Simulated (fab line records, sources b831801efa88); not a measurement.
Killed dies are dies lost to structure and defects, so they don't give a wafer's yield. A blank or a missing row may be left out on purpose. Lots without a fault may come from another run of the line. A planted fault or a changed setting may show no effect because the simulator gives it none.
Chamber matching | flow sky130 | SKY_LI_CONTACT_ETCH_15 on rie_diel-03: 4 sister chambers
The step etches PSG in C4F8/O2/Ar, stops on Si, target depth 600 nm. 18 wafers are shown with their chamber, then 9 later ones without.

WAFERS WITH THEIR CHAMBER
wafer  | chamber | oes_product_au (a.u.)
L074.2 | 0       | 0.840
L074.3 | 1       | 0.842
L074.6 | 3       | 0.836
L079.2 | 2       | 0.833
L079.5 | 3       | 0.843
L079.6 | 2       | 0.839
L083.1 | 0       | 0.836
L083.2 | 1       | 0.830
L083.3 | 3       | 0.832
L088.1 | 1       | 0.840
L088.2 | 0       | 0.837
L088.3 | 3       | 0.851
L088.4 | 3       | 0.842
L088.5 | 1       | 0.837
L088.6 | 0       | 0.839
L092.1 | 2       | 0.843
L092.2 | 0       | 0.837
L092.3 | 1       | 0.839

SIGNATURES (means of the wafers above)
reading        | chamber 0 | chamber 1 | chamber 2 | chamber 3 | scatter within a chamber
oes_product_au | 0.83780   | 0.83760   | 0.83833   | 0.84080   | 0.00505
Rule: a wafer's distance from a chamber is the root of the sum, over the readings, of the square of ((its reading less the chamber's mean) divided by the reading's scatter). The wafer belongs to the nearest chamber; if the next one is less than 2 further off, it can't be placed. The scatter: the root of (the sum of the squares of (reading less its chamber's mean) over the shown wafers, divided by (wafers less chambers)).

WAFERS WITHOUT THEIR CHAMBER
wafer  | oes_product_au (a.u.)
L092.4 | 0.839
L092.5 | 0.837
L092.6 | 0.838
L093.1 | 0.838
L093.2 | 0.842
L093.4 | 0.833
L094.1 | 0.838
L094.3 | 0.837
L094.6 | 0.837

WHICH CHAMBER EACH WENT THROUGH
wafer  | from the rows above               | in truth
L092.4 | can't be placed: 2 or 0 or 1 or 3 | 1
L092.5 | can't be placed: 1 or 0 or 2 or 3 | 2
L092.6 | can't be placed: 0 or 2 or 1 or 3 | 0
L093.1 | can't be placed: 0 or 2 or 1 or 3 | 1
L093.2 | can't be placed: 3 or 2 or 0 or 1 | 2
L093.4 | can't be placed: 1 or 0 or 2 or 3 | 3
L094.1 | can't be placed: 0 or 2 or 1 or 3 | 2
L094.3 | can't be placed: 1 or 0 or 2 or 3 | 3
L094.6 | can't be placed: 1 or 0 or 2 or 3 | 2
Placed correctly: 0 of 9. Can't be placed from these rows: 9 (the true chamber is among the candidates in 9). Placed wrongly: 0.
